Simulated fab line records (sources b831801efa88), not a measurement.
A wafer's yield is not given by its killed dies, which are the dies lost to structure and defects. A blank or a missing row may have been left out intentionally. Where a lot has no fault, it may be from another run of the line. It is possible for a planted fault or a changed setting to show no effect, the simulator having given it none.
fab line records -- flow sky130 -- part 2 of 2: steps 43 to 43 of 43
record lots=6, wafers=18, last-day=51
route steps=708 shown VIA3@577 METAL4@598 CAP2M@603 PAD_OPEN@708
lots with no fault: from the same line, run without faults
start-h: start of the lot's first displayed wafer, in hours after the record's first day -- wait-h: how many hours have passed since the lot's step before this one -- " repeats the value in the row above -- L1.1+2: several wafers, shown together as one row -- - value missing, or start not given -- * or withheld: withheld -- < > ~ a bound
route shown NAME@n: a module of which the file shows steps, and the number in the route of the first -- usual: mean/standard deviation taken from wafers without a fault -- same: alike in all rows -- chamber/n: place in a boat -- sites: each site's reading -- _std_site: the values' standard deviation -- _edge_site: outer sites' mean less inner sites' -- radius-mm: for every site, how far away it sits from the centre of the wafer -- mask NAME#n: copy n -- behind: the tool/chamber that last shaped the wafer -- hold: why the lot went on hold/how many hours it stayed there/how the hold came to an end -- device: the n, p or np transistor that did not switch -- end of line: the same wafers' tests at the end of the route -- a step without rows: its recipe alone -- killed: the dies lost at the first sort to structure and to defects; this is not the yield of the wafer -- map: dies across one wafer; x = killed, . = not, _ = none there
set.NAME: the setting that was run; set.NAME@STEP: the one run at that earlier step -- model.NAME: the simulator's own value behind a step, which no gauge read
a table for each step, a row for each wafer; lots at some steps of the route
services: the hour from which a tool's chamber was out of use, counted from the record's first day as start-h (under 0 if before that day), plus the number of hours and why
## steps
# step SKY_PAD_OPEN_PROBE_99
# usual defect-limited-yield=82.2/1.8, killed_at_M0_to_M3=44/6.8, killed_at_M4_up=2.9/1.9, killed-at-contacts=24/5.2, killed-at-front-end=16/4.1, killed-at-other=0.4/0.74, killed-dies=88/9.1, killed-open=48/7.2, killed-short=39/5.6, sort_bin_3_pad_short=0.9/0.43, sort_bin_5_function=10.6/1.4, sort_bin_6_memory=6.3/1, sort-n-pass=404/9.1, sort-yield-pct=82.2/1.8
# same gross-dies=492, killed-at-back-side=0, sort_bin_4_leakage[%]=0, sort_bin_8_speed[%]=0
lot.wafer,tool,chamber,start-h,wait-h,defect-limited-yield[%],killed_at_M0_to_M3,killed_at_M4_up,killed-at-contacts,killed-at-front-end,killed-at-other,killed-dies,killed-open,killed-short,sort_bin_3_pad_short[%],sort_bin_5_function[%],sort_bin_6_memory[%],sort-n-pass,sort-yield-pct[%],model.etest.tester.sort-n-pass,model.etest.tester.sort-yield-pct,model.etest.tester.sort_bin_5_pct,model.etest.tester.sort_bin_3_pct
L490.1,prober-01,-,1092.90,0.1,85.8,31,9,18,12,0,70,39,31,0.4,8.7,5.1,422,85.8,422,85.77,8.74,0.4065
L490.4,prober-01,-,1093.05,0.2,81.1,56,2,22,13,0,93,54,39,0.8,11.2,6.9,399,81.1,399,81.1,11.18,0.813
L490.5,prober-01,-,1093.10,0.2,81.5,42,4,21,24,0,91,45,46,0.4,12.0,6.1,401,81.5,401,81.5,11.99,0.4065
L497.1,prober-02,-,1129.44,0.1,67.7,110,1,31,17,0,159,57,42,4.5,18.7,9.1,333,67.7,333,67.68,18.7,4.472
L497.3,prober-02,-,1129.54,0.2,70.5,105,2,25,13,0,145,45,37,3.7,18.7,7.1,347,70.5,347,70.53,18.7,3.659
L497.6,prober-02,-,1129.69,0.2,73.8,90,1,22,13,3,129,35,33,4.5,15.4,6.3,363,73.8,363,73.78,15.45,4.472
L501.1,prober-02,-,1143.34,0.1,79.5,56,4,20,21,0,101,48,52,2.0,10.6,7.9,391,79.5,391,79.47,10.57,2.033
L501.3,prober-02,-,1143.44,0.2,67.3,110,2,31,17,1,161,49,41,5.7,17.9,9.1,331,67.3,331,67.28,17.89,5.691
L501.5,prober-02,-,1143.54,0.2,80.7,56,1,24,13,1,95,50,45,0.2,12.8,6.3,397,80.7,397,80.69,12.8,0.2033
L507.1,prober-02,-,1172.77,0.1,85.4,37,3,20,11,1,72,37,35,0,7.7,6.9,420,85.4,420,85.37,7.724,0
L507.2,prober-02,-,1172.82,0.1,84.3,30,2,27,18,0,77,36,41,0.6,10.0,5.1,415,84.3,415,84.35,9.959,0.6098
L507.5,prober-02,-,1172.97,0.2,84.8,39,3,26,7,0,75,40,35,0.8,9.1,5.3,417,84.8,417,84.76,9.146,0.813
L510.2,prober-01,-,1199.98,0.1,82.5,50,1,18,17,0,86,41,45,1.6,7.7,8.1,406,82.5,406,82.52,7.724,1.626
L510.4,prober-01,-,1200.08,0.2,83.7,40,1,24,15,0,80,47,33,0.4,10.2,5.7,412,83.7,412,83.74,10.16,0.4065
L510.5,prober-01,-,1200.13,0.2,78.7,50,2,26,25,2,105,54,51,0.6,13.2,7.5,387,78.7,387,78.66,13.21,0.6098
L511.2,prober-02,-,1217.52,0.1,81.9,40,5,23,18,3,89,47,42,1.0,10.6,6.5,403,81.9,403,81.91,10.57,1.016
L511.5,prober-02,-,1217.67,0.2,81.9,37,3,30,19,0,89,46,43,1.2,11.0,5.9,403,81.9,403,81.91,10.98,1.22
L511.6,prober-02,-,1217.72,0.2,79.3,47,5,34,16,0,102,67,35,1.0,13.2,6.5,390,79.3,390,79.27,13.21,1.016
# killed by level:class
L490.1 VIA1:geometric-particle:open=12 CONTACT:geometric-particle:open=6 METAL4:geometric-particle:short=6 LI_CONTACT:geometric-particle:open=5 SPACER:geometric-particle:short=4 FIELD_ISO:geometric-particle:short=3 POLY_GATE:geometric-particle:open=3 LOCAL_INTERCONNECT:geometric-particle:open=3
L490.4 METAL1:geometric-particle:short=14 VIA1:geometric-particle:open=13 VIA2:geometric-particle:open=10 LI_CONTACT:geometric-particle:open=8 VIA3:geometric-particle:open=7 POLY_GATE:geometric-particle:short=5 METAL2:geometric-particle:short=5 CONTACT:geometric-particle:short=4
L490.5 VIA1:geometric-particle:open=11 FIELD_ISO:geometric-particle:open=8 VIA1:geometric-particle:short=6 LI_CONTACT:geometric-particle:open=6 FIELD_ISO:geometric-particle:short=5 LI_CONTACT:geometric-particle:short=5 POLY_GATE:geometric-particle:open=4 VIA2:geometric-particle:short=4
L497.1 VIA3:unspecified=58 VIA1:geometric-particle:open=13 LI_CONTACT:geometric-particle:open=9 CONTACT:geometric-particle:open=9 VIA3:geometric-particle:open=8 VIA2:geometric-particle:open=6 LI_CONTACT:geometric-particle:short=5 METAL2:geometric-particle:short=5
L497.3 VIA3:unspecified=63 VIA3:geometric-particle:open=10 VIA1:geometric-particle:open=8 LOCAL_INTERCONNECT:geometric-particle:short=6 CONTACT:geometric-particle:short=6 FIELD_ISO:geometric-particle:open=5 CONTACT:geometric-particle:open=5 VIA2:geometric-particle:open=5
L497.6 VIA3:unspecified=60 VIA1:geometric-particle:open=6 LI_CONTACT:geometric-particle:open=5 CONTACT:geometric-particle:open=5 CONTACT:geometric-particle:short=5 VIA2:geometric-particle:open=5 FIELD_ISO:geometric-particle:short=4 VIA3:geometric-particle:open=4
L501.1 VIA3:geometric-particle:open=11 VIA2:geometric-particle:open=8 VIA1:geometric-particle:open=8 VIA1:geometric-particle:short=8 FIELD_ISO:geometric-particle:short=7 LI_CONTACT:geometric-particle:open=7 LOCAL_INTERCONNECT:geometric-particle:short=6 POLY_GATE:geometric-particle:short=5
L501.3 VIA3:unspecified=69 CONTACT:geometric-particle:open=11 LI_CONTACT:geometric-particle:open=10 VIA1:geometric-particle:open=9 METAL2:geometric-particle:short=8 VIA1:geometric-particle:short=6 FIELD_ISO:geometric-particle:short=5 LOCAL_INTERCONNECT:geometric-particle:short=5
L501.5 VIA1:geometric-particle:open=11 CONTACT:geometric-particle:short=10 VIA3:geometric-particle:open=10 VIA2:geometric-particle:open=9 FIELD_ISO:geometric-particle:short=6 CONTACT:geometric-particle:open=6 VIA1:geometric-particle:short=6 METAL2:geometric-particle:short=5
L507.1 VIA1:geometric-particle:open=9 CONTACT:geometric-particle:open=6 CONTACT:geometric-particle:short=5 VIA3:geometric-particle:open=5 VIA1:geometric-particle:short=4 VIA2:geometric-particle:open=4 SPACER:geometric-particle:short=3 LI_CONTACT:geometric-particle:open=3
L507.2 CONTACT:geometric-particle:open=11 LI_CONTACT:geometric-particle:open=6 CONTACT:geometric-particle:short=6 METAL2:geometric-particle:short=6 FIELD_ISO:geometric-particle:open=5 POLY_GATE:geometric-particle:short=5 VIA1:geometric-particle:open=5 METAL1:geometric-particle:short=4
L507.5 VIA1:geometric-particle:open=12 LI_CONTACT:geometric-particle:open=7 CONTACT:geometric-particle:open=7 METAL1:geometric-particle:short=7 LOCAL_INTERCONNECT:geometric-particle:short=5 VIA3:geometric-particle:open=5 LI_CONTACT:geometric-particle:short=4 CONTACT:geometric-particle:short=3
L510.2 CONTACT:geometric-particle:open=8 VIA2:geometric-particle:open=8 VIA3:geometric-particle:short=7 VIA3:geometric-particle:open=7 VIA1:geometric-particle:open=6 POLY_GATE:geometric-particle:short=5 METAL3:geometric-particle:short=5 METAL2:geometric-particle:short=4
L510.4 VIA2:geometric-particle:open=10 CONTACT:geometric-particle:open=9 LI_CONTACT:geometric-particle:open=7 VIA1:geometric-particle:open=7 VIA3:geometric-particle:open=6 CONTACT:geometric-particle:short=5 METAL1:geometric-particle:short=5 VIA1:geometric-particle:short=4
L510.5 LI_CONTACT:geometric-particle:open=10 VIA1:geometric-particle:open=10 FIELD_ISO:geometric-particle:open=8 VIA2:geometric-particle:open=7 METAL2:geometric-particle:short=7 FIELD_ISO:geometric-particle:short=6 VIA3:geometric-particle:open=6 CONTACT:geometric-particle:short=5
L511.2 VIA1:geometric-particle:open=11 LI_CONTACT:geometric-particle:open=9 CONTACT:geometric-particle:open=8 METAL2:geometric-particle:short=7 VIA2:geometric-particle:open=6 FIELD_ISO:geometric-particle:short=4 FIELD_ISO:geometric-particle:open=4 POLY_GATE:geometric-particle:short=4
L511.5 LOCAL_INTERCONNECT:geometric-particle:short=8 CONTACT:geometric-particle:open=8 METAL2:geometric-particle:short=7 VIA1:geometric-particle:open=7 POLY_GATE:geometric-particle:open=6 POLY_GATE:geometric-particle:short=6 VIA2:geometric-particle:open=6 LI_CONTACT:geometric-particle:open=5
L511.6 CONTACT:geometric-particle:open=18 VIA1:geometric-particle:open=10 LI_CONTACT:geometric-particle:open=9 VIA3:geometric-particle:open=7 CONTACT:geometric-particle:short=6 METAL2:geometric-particle:short=6 VIA2:geometric-particle:open=6 FIELD_ISO:geometric-particle:open=5
# map L497.1 (x killed, . not)
__________.....x...._________
________xx...x.x......_______
______..x....xx.xxx....._____
_____......xxxxxx...x.x.x____
____......xxxxxxxxx....x..___
___.xx.x.xxxxxxxxxxx.x.x..x__
__.xx...x.xxxxxxxxx........._
_..x.....xxxxxxxxxx......x...
_..........xxxxxx.x.........x
_....x..x...xxxxx.x...xx..x.x
_x..x..x.....xx.xxx....xxx...
_...xxx...x......x.....x...x.
_........x.......x.x...x.xxxx
_..x...............x.xx...x..
_...........xx....x.....x..x.
__........xx.......x......x._
___x...xx.x.......x..x.....__
____..x.....xxx..x....x...___
_____...x..xxx.x.....x...____
______.....x....x...xxx._____
________....x........._______
__________x.x..x.x.._________
# map L501.3 (x killed, . not)
__________....x...x._________
________.....x.....x.._______
______.x..x.xx.xx...x..._____
_____......xxxxxx........____
____x...xxxxxxxxxxxxx..x..___
___xx...xxxxxxxxxxxx....xx.__
__.x...x.x.xxxxxxxxx.x......_
_.x.....xxxxxxxxxxxxx.......x
_.......x..xxxxxxx.x.x.x..x..
_....x.xx.xxxxxxxxx.xx..x....
_x.......x.x..xx............x
_....x..x..x....x......xxx.x.
_x.......xx..x.............x.
_..........xx.xxx.x..........
_......xx...x......xxx.x...x.
__x..x........x.......xx.x.._
___.x...x...........x......__
____x...x.x.....x.....x...___
_____...xx.x........x..x.____
______.................._____
________x.......x.xxx._______
__________....x....._________
## services
tool,chamber,start-h,hours,kind
cmp-02,-,944.50,1.1,repair
rie-metal-02,1,947.03,5.7,repair
rie-metal-02,0,951.45,15.9,repair
pecvd-02,-,967.28,0.3,repair
cmp-02,-,969.03,0.2,repair
cmp-01,-,971.42,7.8,repair
pecvd-02,-,987.24,2.1,repair
pvd-sputter-03,-,994.98,2.5,repair
rie-diel-02,2,997.15,39.1,repair
rie-diel-01,1,998.48,5.4,repair
rie-diel-02,3,999.02,12.0,repair
rie-diel-03,0,999.60,4.5,repair
rie-diel-01,3,1003.24,3.0,repair
plasma-asher-04,-,1008.63,8.8,pm
cmp-01,-,1009.73,5.6,pm
pecvd-03,-,1031.15,2.9,repair
plasma-asher-03,-,1055.32,9.0,pm
rie-metal-03,1,1058.82,4.3,repair
cmp-01,-,1081.39,0.6,repair
cmp-01,-,1087.01,4.0,pm
pvd-sputter-03,-,1093.89,1.9,repair
pecvd-03,-,1104.58,1.2,repair
rie-metal-03,-,1109.04,0.6,repair
pvd-sputter-01,-,1120.24,9.3,repair
## key
first-sign step=SKY_PAD_OPEN_PROBE_99, reading=killed_at_M0_to_M3, direction=up, sigmas=8.8, usual=44, struck=104
effect step=SKY_PAD_OPEN_PROBE_99, reading=sort_bin_3_pad_short, direction=up, sigmas=8.6, usual=0.9, struck=4.6
model-effect step=SKY_PAD_OPEN_PROBE_99, value=etest.tester.sort-n-pass, without=396.8, struck=343.5
met-at SKY_VIA3_STRIP_16
struck-wafers L497.1,L497.3,L497.6,L501.3
fault kind=chamber-particle-source, tool=plasma-asher-03, chamber=1, onset-h=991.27, steps=SKY_VIA3_STRIP_16, rate-per-visit-cm2=1.2909, end-h=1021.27
